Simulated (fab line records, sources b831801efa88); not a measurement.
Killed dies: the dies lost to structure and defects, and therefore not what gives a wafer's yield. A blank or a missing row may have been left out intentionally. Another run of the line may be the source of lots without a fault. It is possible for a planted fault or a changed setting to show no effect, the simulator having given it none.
Matching of chambers -- flow sky130 -- SKY_VIA4_ETCH_12 on rieDiel-03 has 4 sister chambers
The step etches SiO2 in C4F8/O2/Ar, stops on TiN, target depth 580 nm. 14 wafers are shown with their chamber, then 6 later ones without.

EACH WAFER AND ITS CHAMBER
wafer,chamber,rfFwdPowerW (W),biasW (W),oesProductAu (a.u.)
L790.3,2,1484,1196,0.921
L790.5,2,1487,1198,0.926
L790.6,1,1486,1198,0.933
L791.1,1,1495,1192,0.925
L791.2,3,1495,1200,0.928
L791.4,2,1488,1197,0.928
L792.2,3,1492,1201,0.920
L792.5,0,1494,1203,0.925
L792.6,3,1493,1204,0.926
L796.2,3,1500,1200,0.937
L796.3,0,1495,1199,0.919
L796.4,2,1481,1199,0.933
L797.1,0,1495,1207,0.920
L797.4,1,1499,1204,0.919

SIGNATURES (means of the wafers above)
reading,chamber 0,chamber 1,chamber 2,chamber 3,scatter within a chamber
rfFwdPowerW,1494.67,1493.33,1485.00,1495.00,3.97
biasW,1203.00,1198.00,1197.50,1201.25,3.46
oesProductAu,0.92133,0.92567,0.92700,0.92775,0.00585
Rule: for a wafer and a chamber, the distance is found by dividing, reading by reading, the gap between the wafer's reading and the chamber's mean by the reading's scatter, squaring, summing and taking the root. If the next closest chamber is less than 2 further off than the closest, the wafer can't be placed; otherwise it belongs to the closest. The scatter is the square root of a quotient: the sum, over the shown wafers, of each reading's squared deviation from its chamber's mean, divided by wafers minus chambers.

WAFERS WITH NO CHAMBER GIVEN
wafer,rfFwdPowerW (W),biasW (W),oesProductAu (a.u.)
L797.5,1488,1206,0.928
L803.3,1492,1204,0.923
L803.4,1495,1198,0.931
L810.2,1486,1200,0.924
L810.4,1496,1196,0.928
L810.6,1493,1207,0.922

WHICH CHAMBER EACH WENT THROUGH
wafer,from the rows above,in truth
L797.5,can't be placed: 0 or 3 or 2 or 1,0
L803.3,can't be placed: 0 or 3 or 1 or 2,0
L803.4,can't be placed: 1 or 3 or 0 or 2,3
L810.2,can't be placed: 2 or 1 or 3 or 0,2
L810.4,can't be placed: 1 or 3 or 0 or 2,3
L810.6,can't be placed: 0 or 3 or 1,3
Correctly placed: 0 of 6. From these rows, 6 cannot be placed; in 6 the true chamber is one of the candidates. Number placed wrongly: 0.
